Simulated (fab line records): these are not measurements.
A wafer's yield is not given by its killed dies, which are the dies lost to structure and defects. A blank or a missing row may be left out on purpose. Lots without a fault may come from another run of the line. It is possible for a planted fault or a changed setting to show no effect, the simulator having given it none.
fab line records + flow sky130
record
- lots=7
- wafers=21
- last-day=48
route steps=708 shown SD_P@328 RES_XHIGH@332 SD_N@342
lots with no fault: from the same line, run without faults
start-h: hours from the record's opening day to when the first of the lot's shown wafers began + wait-h: hours since the lot's step before + " same as the row above + L1.1+2: one row covering several wafers at once + - no value present, or no start provided + * or withheld: withheld + < > ~ a bound
route shown NAME@n: a module of which the file shows steps, and the number in the route of the first + usual: average and standard deviation across the fault-free wafers + same: alike in all rows + chamber/n: place in a boat + sites: each site's reading + _std_site: how widely they spread, as a standard deviation + _edge_site: mean of outer sites minus mean of inner sites + radius-mm: how far each site lies from the wafer's centre + mask NAME#n: copy n + behind: tool/chamber where the wafer was last shaped + hold: what put the lot on hold/how long, in hours/how the hold closed + device: names the non-switching transistor (n, p or np) + end of line: the route-end tests of the same wafers + where a step has no rows: the recipe by itself + killed: the dies lost at the first sort to structure and to defects; this is not the yield of the wafer + map: shows each die of a wafer: x if killed, . if not, _ if none is there
set.NAME: setting as actually run; set.NAME@STEP: the setting as run at that earlier step + model.NAME: the simulator's own value behind a step, which no gauge read
lots at some steps of the route; a table a step, a row a wafer
services: a tool's chamber out of use, with start hour (start-h, from the record's first day; less than 0 if before it), hours out, and reason
## steps
# step SKY_SD_P_OVL_MEAS_08
# usual
- SD_P_OVL=0.8/1.5
| lot.wafer | tool       | chamber | start-h | wait-h | SD_P_OVL[nm] |
|-----------|------------|---------|---------|--------|--------------|
| L892.2    | overlay-02 | -       | 592.40  | 0.1    | 0.7          |
| L892.4    | "          | -       | "       | "      | 0.9          |
| L892.6    | "          | -       | "       | "      | 1.6          |
| L896.1    | overlay-02 | -       | 616.34  | 0.1    | 0.8          |
| L896.4    | "          | -       | "       | "      | 2.5          |
| L896.5    | "          | -       | "       | "      | 1.5          |
| L897.3    | overlay-02 | -       | 628.30  | 0.1    | 0.6          |
| L897.4    | "          | -       | "       | "      | -0.3         |
| L897.5    | "          | -       | "       | "      | 2.1          |
| L898.2    | overlay-02 | -       | 666.20  | 0.1    | 1.1          |
| L898.3    | "          | -       | "       | "      | 1.7          |
| L898.4    | "          | -       | "       | "      | 1.2          |
| L900.1    | overlay-01 | -       | 666.49  | 0.1    | -0.1         |
| L900.2    | "          | -       | "       | "      | -0.7         |
| L900.3    | "          | -       | "       | "      | -1.2         |
| L901.4    | overlay-01 | -       | 669.72  | 0.1    | 0.0          |
| L901.5    | "          | -       | "       | "      | -0.7         |
| L901.6    | "          | -       | "       | "      | -0.8         |
| L907.2    | overlay-02 | -       | 705.94  | 0.1    | 1.3          |
| L907.4    | "          | -       | "       | "      | -0.4         |
| L907.6    | "          | -       | "       | "      | 0.4          |
# step SKY_SD_P_IMPLANT_09
# recipe
- species=BF2
- energy-kev=20
- dose-cm2=2.947e+15
- tilt-deg=0
# step SKY_SD_P_STRIP_10
# recipe
- chemistry=O2/N2
- power-w=1400
- pressure-mtorr=1500
- platen-temp-c=withheld
- o2-flow-sccm=3000
- n2-flow-sccm=300
- overash-fraction=0.5
# usual
- chamber-pressure-mTorr=1500.0/1.3
- drypump-motor-current-A=6.0/0.6
- o2-flow-sccm=3001/9.7
- oes-product-au=0.618/0.0049
- strip-time-to-endpoint-s=17.43/0.034
| lot.wafer | tool            | chamber | start-h | wait-h | chamber-pressure-mTorr | drypump-motor-current-A | o2-flow-sccm | oes-product-au | rf-hours-counter-h | strip-time-to-endpoint-s |
|-----------|-----------------|---------|---------|--------|------------------------|-------------------------|--------------|----------------|--------------------|--------------------------|
| L892.2    | plasma-asher-03 | 0       | 592.58  | 0.1    | 1499.7                 | 6.6                     | 2996         | 0.619          | 89                 | 17.44                    |
| L892.4    | "               | 1       | "       | "      | 1500.3                 | 6.3                     | 2998         | 0.620          | -                  | 17.42                    |
| L892.6    | "               | 1       | "       | "      | 1499.5                 | 6.3                     | 2990         | 0.618          | -                  | 17.46                    |
| L896.1    | plasma-asher-03 | 0       | 616.53  | 0.1    | 1501.2                 | 6.6                     | 3010         | 0.625          | 92                 | 17.41                    |
| L896.4    | "               | 1       | "       | "      | 1500.7                 | 6.3                     | 2988         | 0.616          | -                  | 17.42                    |
| L896.5    | "               | 0       | "       | "      | 1499.4                 | 6.6                     | 2997         | 0.620          | -                  | 17.40                    |
| L897.3    | plasma-asher-01 | 0       | 628.51  | 0.1    | 1500.8                 | 5.0                     | 2999         | 0.629          | -                  | 17.44                    |
| L897.4    | "               | 1       | "       | "      | 1499.1                 | 6.4                     | 2989         | 0.622          | -                  | 17.50                    |
| L897.5    | "               | 1       | "       | "      | 1501.1                 | 6.4                     | 2993         | 0.628          | -                  | 17.47                    |
| L898.2    | plasma-asher-03 | 0       | 666.38  | 0.1    | 1501.7                 | 6.5                     | 3014         | 0.610          | 97                 | 17.49                    |
| L898.3    | "               | 1       | "       | "      | 1498.6                 | 6.3                     | 2991         | 0.608          | -                  | 17.46                    |
| L898.4    | "               | 0       | "       | "      | 1498.7                 | 6.6                     | 3003         | 0.618          | -                  | 17.47                    |
| L900.1    | plasma-asher-04 | 0       | 666.68  | 0.1    | 1500.7                 | 5.5                     | 3011         | 0.605          | 55                 | 17.34                    |
| L900.2    | "               | 1       | "       | "      | 1500.8                 | 5.4                     | 3005         | 0.621          | 55                 | 17.37                    |
| L900.3    | "               | 0       | "       | "      | 1502.0                 | 5.5                     | 3017         | 0.628          | -                  | 17.41                    |
| L901.4    | plasma-asher-04 | 0       | 670.10  | 0.1    | 1500.2                 | 5.5                     | 3003         | 0.620          | -                  | 17.42                    |
| L901.5    | "               | 0       | "       | "      | 1499.7                 | 5.5                     | 2991         | 0.618          | -                  | 17.40                    |
| L901.6    | "               | 1       | "       | "      | 1500.0                 | 5.4                     | 2987         | 0.617          | -                  | 17.45                    |
| L907.2    | plasma-asher-04 | 0       | 706.12  | 0.1    | 1498.2                 | 5.5                     | 3003         | 0.615          | 59                 | 17.46                    |
| L907.4    | "               | 1       | "       | "      | 1500.0                 | 5.4                     | 2997         | 0.620          | -                  | 17.44                    |
| L907.6    | "               | 0       | "       | "      | 1498.6                 | 5.5                     | 3001         | 0.617          | -                  | 17.45                    |
# step SKY_SD_P_TW_MEAS_11
# usual
- SD_P_TW=2798/24
| lot.wafer | tool          | chamber | start-h | wait-h | SD_P_TW |
|-----------|---------------|---------|---------|--------|---------|
| L892.2    | film-metro-01 | -       | 592.69  | 0.1    | 2808    |
| L892.4    | "             | -       | "       | "      | 2810    |
| L892.6    | "             | -       | "       | "      | 2835    |
| L896.1    | film-metro-04 | -       | 616.63  | 0.1    | 2757    |
| L896.4    | "             | -       | "       | "      | 2768    |
| L896.5    | "             | -       | "       | "      | 2768    |
| L897.3    | film-metro-02 | -       | 628.59  | 0.1    | 2799    |
| L897.4    | "             | -       | "       | "      | 2803    |
| L897.5    | "             | -       | "       | "      | 2812    |
| L898.2    | film-metro-02 | -       | 666.49  | 0.1    | 2822    |
| L898.3    | "             | -       | "       | "      | 2815    |
| L898.4    | "             | -       | "       | "      | 2809    |
| L900.1    | film-metro-01 | -       | 666.78  | 0.1    | 2810    |
| L900.2    | "             | -       | "       | "      | 2804    |
| L900.3    | "             | -       | "       | "      | 2799    |
| L901.4    | film-metro-01 | -       | 670.20  | 0.1    | 2803    |
| L901.5    | "             | -       | "       | "      | 2794    |
| L901.6    | "             | -       | "       | "      | 2806    |
| L907.2    | film-metro-01 | -       | 706.23  | 0.1    | 2828    |
| L907.4    | "             | -       | "       | "      | 2842    |
| L907.6    | "             | -       | "       | "      | 2831    |
# step SKY_RES_XHIGH_DEHYDRATE_00
# recipe
- temp-c=200
- time-s=60
# step SKY_RES_XHIGH_HMDS_01
# recipe
- prime-time-s=60
- prime-temp-c=120
# step SKY_RES_XHIGH_COAT_02
# recipe
- resist=NOVOLAK
- spin-rpm=3000
- resist-thk-nm=1140
# step SKY_RES_XHIGH_SOFTBAKE_03
# recipe
- temp-c=90
- time-s=60
- resist=NOVOLAK
# step SKY_RES_XHIGH_EXPOSE_04
# recipe
- mask-id=URPM
- na=0.6
- source-shape=conventional
- sigma-outer=0.6
- polarization=unpolarized
- target-cd-nm=1270
- dose-mj=140
# step SKY_RES_XHIGH_PEB_05
# recipe
- temp-c=withheld
- time-s=*
- resist=NOVOLAK
# step SKY_RES_XHIGH_DEVELOP_06
# recipe
- resist=NOVOLAK
- developer=TMAH
- develop-time-s=60
- dev-temp-c=23
# step SKY_RES_XHIGH_IMPLANT_07
# recipe
- species=BF2
- energy-kev=20
- dose-cm2=3.6e+14
- tilt-deg=0
# step SKY_RES_XHIGH_STRIP_08
# recipe
- chemistry=O2/N2
- power-w=1400
- pressure-mtorr=1500
- platen-temp-c=withheld
- o2-flow-sccm=3000
- n2-flow-sccm=300
- overash-fraction=0.5
# usual
- chamber-pressure-mTorr=1500.0/1.4
- drypump-motor-current-A=5.8/0.46
- o2-flow-sccm=2999/8.2
- oes-product-au=0.711/0.0042
- strip-time-to-endpoint-s=14.26/0.037
| lot.wafer | tool            | chamber | start-h | wait-h | chamber-pressure-mTorr | drypump-motor-current-A | o2-flow-sccm | oes-product-au | rf-hours-counter-h | strip-time-to-endpoint-s | model.NOVOLAK_of_RES_XHIGH_COAT_02.thk-nm |
|-----------|-----------------|---------|---------|--------|------------------------|-------------------------|--------------|----------------|--------------------|--------------------------|-------------------------------------------|
| L892.2    | plasma-asher-04 | 0       | 619.36  | 0.1    | 1499.5                 | 5.5                     | 3005         | 0.716          | 50                 | 14.22                    | 0                                         |
| L892.4    | "               | 0       | "       | "      | 1499.6                 | 5.5                     | 2997         | 0.711          | -                  | 14.28                    | 0                                         |
| L892.6    | "               | 0       | "       | "      | 1499.1                 | 5.5                     | 3011         | 0.711          | -                  | 14.24                    | 0                                         |
| L896.1    | plasma-asher-02 | 1       | 645.67  | 0.1    | 1502.1                 | 6.0                     | 2986         | 0.702          | 80                 | 14.22                    | 0                                         |
| L896.4    | "               | 1       | "       | "      | 1500.4                 | 6.0                     | 3001         | 0.715          | -                  | 14.26                    | 0                                         |
| L896.5    | "               | 1       | "       | "      | 1500.7                 | 6.0                     | 2999         | 0.707          | -                  | 14.29                    | 0                                         |
| L897.3    | plasma-asher-02 | 0       | 657.40  | 0.1    | -                      | -                       | -            | -              | -                  | -                        | 1136                                      |
| L897.4    | "               | 1       | "       | "      | -                      | -                       | -            | -              | -                  | -                        | 1142                                      |
| L897.5    | "               | 1       | "       | "      | -                      | -                       | -            | -              | -                  | -                        | 1138                                      |
| L898.2    | plasma-asher-01 | 0       | 693.82  | 0.1    | -                      | -                       | -            | -              | -                  | -                        | 1142                                      |
| L898.3    | "               | 1       | "       | "      | -                      | -                       | -            | -              | -                  | -                        | 1143                                      |
| L898.4    | "               | 0       | "       | "      | -                      | -                       | -            | -              | -                  | -                        | 1144                                      |
| L900.1    | plasma-asher-04 | 0       | 694.12  | 0.1    | -                      | -                       | -            | -              | -                  | -                        | 1137                                      |
| L900.2    | "               | 1       | "       | "      | -                      | -                       | -            | -              | -                  | -                        | 1136                                      |
| L900.3    | "               | 0       | "       | "      | -                      | -                       | -            | -              | -                  | -                        | 1140                                      |
| L901.4    | plasma-asher-01 | 0       | 697.26  | 0.1    | 1497.9                 | 5.0                     | 2995         | 0.716          | -                  | 14.28                    | 0                                         |
| L901.5    | "               | 0       | "       | "      | 1500.4                 | 4.9                     | 2995         | 0.709          | -                  | 14.27                    | 0                                         |
| L901.6    | "               | 1       | "       | "      | 1502.6                 | 6.4                     | 2991         | 0.711          | -                  | 14.30                    | 0                                         |
| L907.2    | plasma-asher-02 | 0       | 734.51  | 0.1    | 1500.5                 | 6.2                     | 3004         | 0.708          | 88                 | 14.27                    | 0                                         |
| L907.4    | "               | 1       | "       | "      | 1498.4                 | 6.0                     | 3007         | 0.714          | -                  | 14.22                    | 0                                         |
| L907.6    | "               | 1       | "       | "      | 1499.4                 | 6.0                     | 3003         | 0.715          | -                  | 14.25                    | 0                                         |
# step SKY_RES_XHIGH_TW_MEAS_09
# usual
- RES_XHIGH_TW=1629/12
| lot.wafer | tool          | chamber | start-h | wait-h | RES_XHIGH_TW |
|-----------|---------------|---------|---------|--------|--------------|
| L892.2    | film-metro-02 | -       | 619.47  | 0.1    | 1623         |
| L892.4    | "             | -       | "       | "      | 1629         |
| L892.6    | "             | -       | "       | "      | 1631         |
| L896.1    | film-metro-04 | -       | 645.77  | 0.1    | 1627         |
| L896.4    | "             | -       | "       | "      | 1628         |
| L896.5    | "             | -       | "       | "      | 1620         |
| L897.3    | film-metro-01 | -       | 657.49  | 0.1    | 1633         |
| L897.4    | "             | -       | "       | "      | 1633         |
| L897.5    | "             | -       | "       | "      | 1639         |
| L898.2    | film-metro-02 | -       | 693.93  | 0.1    | 1639         |
| L898.3    | "             | -       | "       | "      | 1635         |
| L898.4    | "             | -       | "       | "      | 1643         |
| L900.1    | film-metro-01 | -       | 694.22  | 0.1    | 1628         |
| L900.2    | "             | -       | "       | "      | 1626         |
| L900.3    | "             | -       | "       | "      | 1618         |
| L901.4    | film-metro-02 | -       | 697.35  | 0.1    | 1651         |
| L901.5    | "             | -       | "       | "      | 1639         |
| L901.6    | "             | -       | "       | "      | 1641         |
| L907.2    | film-metro-02 | -       | 734.62  | 0.1    | 1630         |
| L907.4    | "             | -       | "       | "      | 1634         |
| L907.6    | "             | -       | "       | "      | 1627         |
# step SKY_SD_N_DEHYDRATE_00
# recipe
- temp-c=200
- time-s=60
# step SKY_SD_N_HMDS_01
# recipe
- prime-time-s=60
- prime-temp-c=120
# step SKY_SD_N_COAT_02
# recipe
- resist=NOVOLAK
- spin-rpm=3000
- resist-thk-nm=1140
# step SKY_SD_N_SOFTBAKE_03
# recipe
- temp-c=90
- time-s=60
- resist=NOVOLAK
# step SKY_SD_N_EXPOSE_04
# recipe
- mask-id=NSDM
- na=0.6
- source-shape=conventional
- sigma-outer=0.6
- polarization=unpolarized
- target-cd-nm=380
- dose-mj=141
# step SKY_SD_N_PEB_05
# recipe
- temp-c=withheld
- time-s=*
- resist=NOVOLAK
# step SKY_SD_N_DEVELOP_06
# recipe
- resist=NOVOLAK
- developer=TMAH
- develop-time-s=60
- dev-temp-c=23
# step SKY_SD_N_CD_MEAS_07
# recipe
- target-cd-nm=380
# usual
- cd-nm=380.4/2.5
| lot.wafer | tool      | chamber | start-h | wait-h | cd-nm |
|-----------|-----------|---------|---------|--------|-------|
| L892.2    | cd-sem-01 | -       | 648.98  | 0.1    | 383.0 |
| L892.4    | "         | -       | "       | "      | 381.1 |
| L892.6    | "         | -       | "       | "      | 381.9 |
| L896.1    | cd-sem-02 | -       | 673.17  | 0.1    | 383.9 |
| L896.4    | "         | -       | "       | "      | 383.0 |
| L896.5    | "         | -       | "       | "      | 383.2 |
| L897.3    | cd-sem-02 | -       | 684.56  | 0.1    | 380.8 |
| L897.4    | "         | -       | "       | "      | 381.1 |
| L897.5    | "         | -       | "       | "      | 382.4 |
| L898.2    | cd-sem-01 | -       | 721.43  | 0.1    | 379.7 |
| L898.3    | "         | -       | "       | "      | 381.6 |
| L898.4    | "         | -       | "       | "      | 379.5 |
| L900.1    | cd-sem-02 | -       | 722.02  | 0.1    | 380.7 |
| L900.2    | "         | -       | "       | "      | 378.6 |
| L900.3    | "         | -       | "       | "      | 377.1 |
| L901.4    | cd-sem-02 | -       | 725.53  | 0.1    | 377.6 |
| L901.5    | "         | -       | "       | "      | 377.5 |
| L901.6    | "         | -       | "       | "      | 379.4 |
| L907.2    | cd-sem-01 | -       | 761.39  | 0.1    | 378.1 |
| L907.4    | "         | -       | "       | "      | 377.2 |
| L907.6    | "         | -       | "       | "      | 376.7 |
# step SKY_SD_N_OVL_MEAS_08
# usual
- SD_N_OVL=0.8/1.4
| lot.wafer | tool       | chamber | start-h | wait-h | SD_N_OVL[nm] |
|-----------|------------|---------|---------|--------|--------------|
| L892.2    | overlay-01 | -       | 649.09  | 0.1    | 1.2          |
| L892.4    | "          | -       | "       | "      | -1.1         |
| L892.6    | "          | -       | "       | "      | 0.3          |
| L896.1    | overlay-01 | -       | 673.29  | 0.1    | -0.8         |
| L896.4    | "          | -       | "       | "      | -2.9         |
| L896.5    | "          | -       | "       | "      | -1.4         |
| L897.3    | overlay-01 | -       | 684.65  | 0.1    | -0.8         |
| L897.4    | "          | -       | "       | "      | 0.5          |
| L897.5    | "          | -       | "       | "      | -0.1         |
| L898.2    | overlay-01 | -       | 721.54  | 0.1    | -0.4         |
| L898.3    | "          | -       | "       | "      | 1.8          |
| L898.4    | "          | -       | "       | "      | 0.4          |
| L900.1    | overlay-02 | -       | 722.14  | 0.1    | 2.6          |
| L900.2    | "          | -       | "       | "      | 3.0          |
| L900.3    | "          | -       | "       | "      | 4.4          |
| L901.4    | overlay-02 | -       | 725.60  | 0.1    | 1.9          |
| L901.5    | "          | -       | "       | "      | 2.5          |
| L901.6    | "          | -       | "       | "      | 1.9          |
| L907.2    | overlay-02 | -       | 761.49  | 0.1    | 3.1          |
| L907.4    | "          | -       | "       | "      | 3.2          |
| L907.6    | "          | -       | "       | "      | 2.7          |
# step SKY_SD_N_IMPLANT_09
# recipe
- species=As
- energy-kev=50
- dose-cm2=4e+15
- tilt-deg=0
# step SKY_SD_N_IMPLANT_10
# recipe
- species=P
- energy-kev=20
- dose-cm2=1e+14
- tilt-deg=0
# step SKY_SD_N_STRIP_11
# recipe
- chemistry=O2/N2
- power-w=1400
- pressure-mtorr=1500
- platen-temp-c=withheld
- o2-flow-sccm=3000
- n2-flow-sccm=300
- overash-fraction=0.5
# usual
- chamber-pressure-mTorr=1500.0/1.3
- drypump-motor-current-A=6.1/0.4
- o2-flow-sccm=3001/9.1
- oes-product-au=0.528/0.004
- strip-time-to-endpoint-s=22.54/0.044
| lot.wafer | tool            | chamber | start-h | wait-h | chamber-pressure-mTorr | drypump-motor-current-A | o2-flow-sccm | oes-product-au | rf-hours-counter-h | strip-time-to-endpoint-s |
|-----------|-----------------|---------|---------|--------|------------------------|-------------------------|--------------|----------------|--------------------|--------------------------|
| L892.2    | plasma-asher-03 | 0       | 649.57  | 0.2    | 1498.3                 | 6.6                     | 3002         | 0.527          | 95                 | 22.57                    |
| L892.4    | "               | 1       | "       | "      | 1502.0                 | 6.3                     | 2988         | 0.525          | -                  | 22.55                    |
| L892.6    | "               | 1       | "       | "      | 1499.2                 | 6.3                     | 3001         | 0.527          | -                  | 22.51                    |
| L896.1    | plasma-asher-04 | 0       | 673.63  | 0.1    | 1499.4                 | 5.5                     | 2994         | 0.529          | 55                 | 22.49                    |
| L896.4    | "               | 0       | "       | "      | 1498.6                 | 5.5                     | 3010         | 0.525          | -                  | 22.48                    |
| L896.5    | "               | 0       | "       | "      | 1500.7                 | 5.5                     | 3009         | 0.528          | -                  | 22.52                    |
| L897.3    | plasma-asher-03 | 1       | 685.01  | 0.1    | 1498.1                 | 6.3                     | 3008         | 0.619          | -                  | 39.39                    |
| L897.4    | "               | 0       | "       | "      | 1501.1                 | 6.6                     | 3015         | 0.612          | -                  | 39.48                    |
| L897.5    | "               | 0       | "       | "      | 1501.8                 | 6.6                     | 2996         | 0.615          | -                  | 39.47                    |
| L898.2    | plasma-asher-02 | 1       | 721.87  | 0.1    | 1498.7                 | 6.0                     | 2989         | 0.614          | 87                 | 39.55                    |
| L898.3    | "               | 0       | "       | "      | 1500.2                 | 6.2                     | 2992         | 0.613          | -                  | 39.59                    |
| L898.4    | "               | 1       | "       | "      | 1500.0                 | 6.0                     | 3019         | 0.612          | -                  | 39.52                    |
| L900.1    | plasma-asher-04 | 0       | 722.48  | 0.1    | 1498.1                 | 5.5                     | 3006         | 0.614          | 60                 | 39.38                    |
| L900.2    | "               | 1       | "       | "      | 1501.9                 | 5.4                     | 3005         | 0.614          | 60                 | 39.40                    |
| L900.3    | "               | 1       | "       | "      | 1498.8                 | 5.4                     | 2995         | 0.618          | -                  | 39.43                    |
| L901.4    | plasma-asher-04 | 0       | 725.96  | 0.1    | 1499.7                 | 5.5                     | 3002         | 0.530          | -                  | 22.51                    |
| L901.5    | "               | 0       | "       | "      | 1501.0                 | 5.5                     | 2995         | 0.525          | -                  | 22.50                    |
| L901.6    | "               | 1       | "       | "      | 1500.4                 | 5.4                     | 3000         | 0.531          | -                  | 22.50                    |
| L907.2    | plasma-asher-04 | 1       | 762.30  | 0.1    | 1500.5                 | 5.4                     | 3015         | 0.530          | 64                 | 22.53                    |
| L907.4    | "               | 0       | "       | "      | 1499.2                 | 5.5                     | 3007         | 0.528          | -                  | 22.49                    |
| L907.6    | "               | 0       | "       | "      | 1497.7                 | 5.5                     | 2994         | 0.532          | -                  | 22.48                    |
# step SKY_SD_N_TW_MEAS_12
# usual
- SD_N_TW=3950/38
| lot.wafer | tool          | chamber | start-h | wait-h | SD_N_TW |
|-----------|---------------|---------|---------|--------|---------|
| L892.2    | film-metro-04 | -       | 649.68  | 0.1    | 3973    |
| L892.4    | "             | -       | "       | "      | 3967    |
| L892.6    | "             | -       | "       | "      | 3978    |
| L896.1    | film-metro-04 | -       | 673.73  | 0.1    | 3923    |
| L896.4    | "             | -       | "       | "      | 3942    |
| L896.5    | "             | -       | "       | "      | 3929    |
| L897.3    | film-metro-02 | -       | 685.10  | 0.1    | 30      |
| L897.4    | "             | -       | "       | "      | 30      |
| L897.5    | "             | -       | "       | "      | 30      |
| L898.2    | film-metro-02 | -       | 721.98  | 0.1    | 30      |
| L898.3    | "             | -       | "       | "      | 30      |
| L898.4    | "             | -       | "       | "      | 30      |
| L900.1    | film-metro-04 | -       | 722.58  | 0.1    | 29      |
| L900.2    | "             | -       | "       | "      | 29      |
| L900.3    | "             | -       | "       | "      | 29      |
| L901.4    | film-metro-02 | -       | 726.05  | 0.1    | 3972    |
| L901.5    | "             | -       | "       | "      | 3969    |
| L901.6    | "             | -       | "       | "      | 3982    |
| L907.2    | film-metro-04 | -       | 762.41  | 0.1    | 3903    |
| L907.4    | "             | -       | "       | "      | 3890    |
| L907.6    | "             | -       | "       | "      | 3909    |
# step SKY_SD_N_CLEAN_13
# recipe
- chemistry=SC1/SC2
- mix=1:4:20
- temp-c=70
- time-s=150
- dry=n2-spin
## services
| tool            | chamber | start-h | hours | kind       |
|-----------------|---------|---------|-------|------------|
| plasma-asher-01 | -       | 594.41  | 9.1   | repair     |
| plasma-asher-04 | -       | 643.00  | 0.3   | repair     |
| plasma-asher-03 | -       | 733.75  | 9.0   | pm         |
| plasma-asher-03 | 0       | 733.75  | 9.0   | vent-cycle |
| plasma-asher-03 | 1       | 733.75  | 9.0   | vent-cycle |
| plasma-asher-03 | 0       | 742.75  | -     | clean      |
| plasma-asher-03 | 1       | 742.75  | -     | clean      |
| plasma-asher-01 | -       | 760.83  | 9.1   | repair     |
## key
first-sign
- step=SKY_RES_XHIGH_STRIP_08
- reading=tool-record
- direction=missing
effect
- step=SKY_SD_N_STRIP_11
- reading=strip-time-to-endpoint-s
- direction=up
- sigmas=99+
- usual=*
- struck=*
effect
- step=SKY_SD_N_TW_MEAS_12
- reading=SD_N_TW
- direction=down
- sigmas=99+
- usual=3950
- struck=30
model-effect
- step=SKY_RES_XHIGH_STRIP_08
- value=NOVOLAK_of_RES_XHIGH_COAT_02.thk-nm
- without=0
- struck=1140
met-at SKY_RES_XHIGH_STRIP_08
struck-wafers L897.3,L897.4,L897.5,L898.2,L898.3,L898.4,L900.1,L900.2,L900.3
sort-left-out L897.3,L897.4,L897.5,L898.2,L898.3,L898.4,L900.1,L900.2,L900.3
tester-left-out L897,L898,L900
onset-between 645.67 657.40
fault
- kind=skipped-step-whole
- tool=plasma-asher-01,plasma-asher-02,plasma-asher-04
- chamber=-
- onset-h=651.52
- steps=SKY_RES_XHIGH_STRIP_08
- scope=struck-lots-only
# tester-left-out: of these lots the tester's yield and bins aren't shown, on N5 and GAA mostly nor the transistor test; their killed dies are dies lost to structure and defects alone, not to doping, threshold or leakage, so they don't give the yield
# sort-left-out: the simulated sort isn't trusted on such a fault, so these wafers' sort isn't shown, and their yield isn't known
